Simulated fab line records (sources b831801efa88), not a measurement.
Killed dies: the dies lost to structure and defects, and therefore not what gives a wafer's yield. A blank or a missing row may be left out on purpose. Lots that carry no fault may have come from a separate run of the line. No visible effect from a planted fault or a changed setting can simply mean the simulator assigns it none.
Tool commonality check	flow gf180mcu	14 lots and 48 wafers in the sample

REASON IT WAS OPENED
At GF_PSD_RS_MEAS_14 the reading NSD_RS is flagged on 2 of 14 lots. Fault-free wafers read 46.25 ohm/sq, with a standard deviation of 0.086.
Rule: a lot is flagged in two cases, either no wafer of it has a number, or all its wafers with numbers fall more than 4 standard deviations from that mean. The other lots count as sound.

lot	measured	on	NSD_RS (ohm/sq), wafer by wafer	flag
L910	day 14 15:44	film metro-02	46.18 46.18 46.26	
L912	day 15 05:51	film metro-02	46.36 46.26 46.24	
L913	day 15 14:05	film metro-03	46.33 46.31 46.10	
L914	day 15 23:18	film metro-03	46.33 46.30 46.28	
L915	day 16 08:58	film metro-02	46.33 46.19 46.33	
L918	day 17 12:34	film metro-02	46.26 46.32 46.16	
L920	day 18 04:38	film metro-03	46.29 46.22 46.30	
L921	day 18 10:01	film metro-04	46.21 46.09 46.19	
L922	day 19 02:38	film metro-03	46.38 46.32 46.40	
L924	day 19 16:08	film metro-02	46.29 46.34 46.25	
L925	day 19 23:25	film metro-03	46.12 46.25 46.19	
L929	day 21 05:01	film metro-04	46.23 46.41 46.20	
L931	day 22 00:44	film metro-02	47.64 47.69 47.74 47.64 47.74 47.59	FLAGGED
L932	day 22 09:41	film metro-04	47.65 47.72 47.52 47.74 47.68 47.66	FLAGGED
The numbers of the flagged lots are 47.67 ohm/sq on average: +1.42 ohm/sq against the usual, or +16 standard deviations.

LOT BY LOT: THE TOOL USED
Before the reading, the record contains 2 process steps out of a 602-step route. Every cell lists first the tool, next ch and the chambers used by the sampled wafers, and last the start.
lot	flag	GF_NSD_IMPLANT_10	GF_NSD_STRIP_11
L910		implanter-01 ch 0, day 13 17:50	plasma asher-04 ch 0,1, day 13 17:58
L912		implanter-02 ch 0, day 14 08:01	plasma asher-01 ch 0,1, day 14 08:10
L913		implanter-04 ch 0, day 14 15:46	plasma asher-04 ch 0,1, day 14 15:55
L914		implanter-01 ch 0, day 15 00:55	plasma asher-02 ch 0,1, day 15 01:04
L915		implanter-04 ch 0, day 15 10:22	plasma asher-02 ch 0,1, day 15 10:31
L918		implanter-04 ch 0, day 16 13:23	plasma asher-04 ch 0,1, day 16 13:32
L920		implanter-02 ch 0, day 17 05:11	plasma asher-02 ch 0,1, day 17 05:20
L921		implanter-02 ch 0, day 17 10:38	plasma asher-04 ch 0,1, day 17 10:45
L922		implanter-01 ch 0, day 18 01:38	plasma asher-02 ch 0,1, day 18 01:47
L924		implanter-04 ch 0, day 18 15:04	plasma asher-01 ch 0,1, day 18 15:11
L925		implanter-01 ch 0, day 18 22:05	plasma asher-02 ch 0,1, day 18 22:13
L929		implanter-01 ch 0, day 20 04:46	plasma asher-02 ch 0,1, day 20 04:53
L931	FLAGGED	implanter-01 ch 0, day 21 00:38	plasma asher-01 ch 0,1, day 21 00:47
L932	FLAGGED	implanter-01 ch 0, day 21 09:31	plasma asher-02 ch 0,1, day 21 09:40
What these steps do:
- GF_NSD_IMPLANT_10
- GF_NSD_STRIP_11: strips in O2/N2.
- GF_PSD_RS_MEAS_14: measures by four-point-probe.

FLAGGED AGAINST TOTAL, ONE TOOL AT A TIME (gauges that did the reading follow at the end)
step	tool	lots run	flagged	share of the flagged lots	sound lots run after its first flagged lot
GF_NSD_IMPLANT_10	implanter-01	7	2	all	0
GF_NSD_IMPLANT_10	implanter-02	3	0	none	-
GF_NSD_IMPLANT_10	implanter-04	4	0	none	-
GF_NSD_STRIP_11	plasma asher-01	3	1	some	0
GF_NSD_STRIP_11	plasma asher-02	7	1	some	0
GF_NSD_STRIP_11	plasma asher-04	4	0	none	-
GF_PSD_RS_MEAS_14	film metro-02	6	1	some	0
GF_PSD_RS_MEAS_14	film metro-03	5	0	none	-
GF_PSD_RS_MEAS_14	film metro-04	3	1	some	0

WHAT THE TABLE ALLOWS
1 row of the table ran every flagged lot: implanter-01 at GF_NSD_IMPLANT_10.
- implanter-01 at GF_NSD_IMPLANT_10 ran 7 lots, 2 of them flagged. It ran its last sound lot, L929, at day 20 04:46 and its first flagged lot, L931, at day 21 00:38: a fault with its onset between the two fits. Its own readings (beam on s, faraday current uA) fall more than 4 standard deviations out on all wafers of the flagged lots.
Just one tool remains: implanter-01 at GF_NSD_IMPLANT_10.

WHAT THE SIMULATOR PUT IN
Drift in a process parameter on implanter-01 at GF_NSD_IMPLANT_10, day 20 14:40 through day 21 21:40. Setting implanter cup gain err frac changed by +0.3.
Struck lots among those shown: L931, L932. The rule above found the same.
